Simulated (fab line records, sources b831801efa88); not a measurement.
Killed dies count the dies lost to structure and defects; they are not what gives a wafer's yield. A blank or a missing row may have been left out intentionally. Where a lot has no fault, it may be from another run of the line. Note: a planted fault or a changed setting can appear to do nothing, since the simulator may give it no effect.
A struck lot beside a sound one :: flow sky130 :: 15 out of 708 route steps
Sound: these wafers, L967.1, L967.4, L967.5. Struck: wafers L972.3, L972.4, L972.6. The cause comes at the end.
For every step that has rows: the tool of each side, followed by ch and its chambers, followed by its first start. Under that, the readings that differ: sound wafers :: struck wafers :: difference of the means :: sigmas: that difference in standard deviations of wafers without a fault.
alike: readings whose means differ by less than 2 such deviations, and words and numbers that are the same on both sides. not compared: withheld readings, readings that some wafer has no value for, bounds like >300 that may hide the same value, and numbers for which the record gives no deviation and whose values overlap.
A row with sigmas, a row that says differs or no value, or rows on one side alone: a step with any of these is where the two part. Non-overlapping numbers with no deviation appear without sigmas and do not part them. Lack of a reading on every wafer of one side parts them only where that side has two or more wafers.

first, 3 steps without rows for these wafers: SKY_VIA2_CLEAN_18 (cleans in IPA, time 180 s); SKY_VIA2_CLEAN_19 (cleans in O3/DIW); SKY_VIA2_SPUTTER_20 (material TiN, target thk 20 nm, time 80 s).
SKY_VIA2_CVD_21: deposits W, target thk 420 nm, time 126.4 s.
  sound on cvdW-01 ch 1, day 36 16:20; struck on cvdW-01 ch 0,1, day 38 04:50
  alike: chamberPressureTorr, heaterPowerOuterW, heaterPowerW
  not compared: sinceWetCleanH
SKY_VIA2_RS_MEAS_22: a four-point-probe measurement.
  struck on filmMetro-02, day 38 05:02; sound on filmMetro-01, day 36 16:28
  alike: VIA2_W_RS
SKY_VIA2_THK_MEAS_23: measures by xrf.
  struck on filmMetro-02, day 38 05:08; sound on filmMetro-01, day 36 16:35
  alike: VIA2_W_THK
SKY_VIA2_CMP_24: polishes, stops on SiO2, t overpolish 20 s, target thk 0 nm.
  sound on cmp-02 ch 1,2, day 36 18:40; struck on cmp-02 ch 0,1,3, day 38 05:17
  alike: headPressurePsi, motorCurrentA, overpolishRunS, retainingRingPressureFrac, timeToEndpointS
SKY_METAL3_SPUTTER_00: material Ti, target thk 15 nm, time 10 s.
  struck on pvdSputter-01, day 38 05:29; sound on pvdSputter-03, day 36 18:58
  alike: throttleValvePct
then, 3 steps without rows for these wafers: SKY_METAL3_SPUTTER_01 (material TiN, target thk 20 nm, time 16.7 s); SKY_METAL3_SPUTTER_02 (material AlCu, target thk 735 nm, time 39.1 s); SKY_METAL3_SPUTTER_03 (material Ti, target thk 5 nm, time 3.3 s).
SKY_METAL3_SPUTTER_04: material TiN, target thk 70 nm, time 58.3 s.
  struck on pvdSputter-01, day 38 05:35; sound on pvdSputter-03, day 36 19:05
  alike: throttleValvePct
SKY_CAPM_CVD_00: deposits SiO2, target thk 15.5 nm.
  sound on pecvd-02 ch 0,2, day 36 19:08; struck on pecvd-04 ch 0,2, day 38 05:38
  no value came back on the struck wafers for heaterPowerOuterW (W), heaterPowerW (W); on the sound wafers heaterPowerOuterW (W) reads 475 435 421
SKY_CAPM_SPUTTER_02: material TiN, target thk 200 nm, time 166.7 s.
  struck on pvdSputter-04, day 38 05:43; sound on pvdSputter-04, day 36 19:13
  alike: throttleValvePct
-- the record jumps here: 9 days lie between the struck wafers' starts before and after (it left off in module CAPM and takes up again in module PAD_OPEN, whose first step shown is number 708 of the route) --
SKY_PAD_OPEN_PROBE_99:
  struck on prober-01, day 47 07:29; sound on prober-02, day 46 00:46
reading: defectLimitedYield (%)
sound: 82.7 84.3 84.3
struck: 0 0 0
difference: -84
sigmas: -44

reading: killedAtOther
sound: 0 0 0
struck: 409 406 399
difference: +405
sigmas: +99 or more

reading: killedDies
sound: 85 77 77
struck: 492 492 492
difference: +412
sigmas: +43

reading: killedOnRim
sound: 13 9 11
struck: 96 96 96
difference: +85
sigmas: +21

reading: sort_bin_5_function (%)
sound: 10.8 8.7 9.6
struck: 93.3 91.7 92.7
difference: +82.9
sigmas: +59

reading: sortNPass
sound: 407 415 415
struck: 0 0 0
difference: -412
sigmas: -43

reading: sortYieldPct (%)
sound: 82.7 84.3 84.3
struck: 0 0 0
difference: -84
sigmas: -44
  alike: killed_at_M0_to_M3, killed_at_M4_up, killedAtContacts, killedAtFrontEnd, killedOpen, killedShort, sort_bin_3_pad_short, sort_bin_6_memory

## WHERE THEY PART
Last at SKY_PAD_OPEN_PROBE_99 as far as this record goes, first at SKY_CAPM_CVD_00.

WHY: what the simulator had put in
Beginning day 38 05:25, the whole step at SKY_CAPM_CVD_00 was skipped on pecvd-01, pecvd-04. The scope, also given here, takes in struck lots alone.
